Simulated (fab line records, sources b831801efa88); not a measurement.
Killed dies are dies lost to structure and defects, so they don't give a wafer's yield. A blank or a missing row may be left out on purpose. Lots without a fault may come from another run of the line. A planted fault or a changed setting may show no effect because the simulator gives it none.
Chamber matching | flow gf180mcu | GF_CONTACT_CVD_02 on pecvd-04: 3 sister chambers
The step deposits SiO2 from TEOS, target thk 860 nm, time 95.992 s. 16 wafers are shown with their chamber, then 8 later ones without.

WAFERS WITH THEIR CHAMBER
wafer  | chamber | heater_power_w (W)
L229.3 | 0       | 674
L229.5 | 1       | 688
L229.6 | 0       | 726
L231.1 | 1       | 684
L231.4 | 1       | 739
L231.6 | 2       | 593
L233.1 | 1       | 613
L233.2 | 2       | 520
L233.3 | 0       | 735
L235.2 | 1       | 598
L235.3 | 0       | 634
L235.4 | 1       | 661
L236.1 | 2       | 532
L236.5 | 0       | 765
L236.6 | 2       | 588
L238.3 | 1       | 678

SIGNATURES (means of the wafers above)
reading        | chamber 0 | chamber 1 | chamber 2 | scatter within a chamber
heater_power_w | 706.80    | 665.86    | 558.25    | 47.2
Rule: a wafer's distance from a chamber is the root of the sum, over the readings, of the square of ((its reading less the chamber's mean) divided by the reading's scatter). The wafer belongs to the nearest chamber; if the next one is less than 2 further off, it can't be placed. The scatter: the root of (the sum of the squares of (reading less its chamber's mean) over the shown wafers, divided by (wafers less chambers)).

WAFERS WITHOUT THEIR CHAMBER
wafer  | heater_power_w (W)
L238.5 | 497
L238.6 | 718
L241.1 | 639
L241.4 | 563
L241.6 | 680
L251.3 | 599
L251.5 | 585
L251.6 | 633

WHICH CHAMBER EACH WENT THROUGH
wafer  | from the rows above          | in truth
L238.5 | 2                            | 2
L238.6 | can't be placed: 0 or 1      | 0
L241.1 | can't be placed: 1 or 0 or 2 | 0
L241.4 | 2                            | 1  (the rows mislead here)
L241.6 | can't be placed: 1 or 0      | 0
L251.3 | can't be placed: 2 or 1 or 0 | 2
L251.5 | can't be placed: 2 or 1      | 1
L251.6 | can't be placed: 1 or 0 or 2 | 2
Placed correctly: 1 of 8. Can't be placed from these rows: 6 (the true chamber is among the candidates in 6). Placed wrongly: 1.
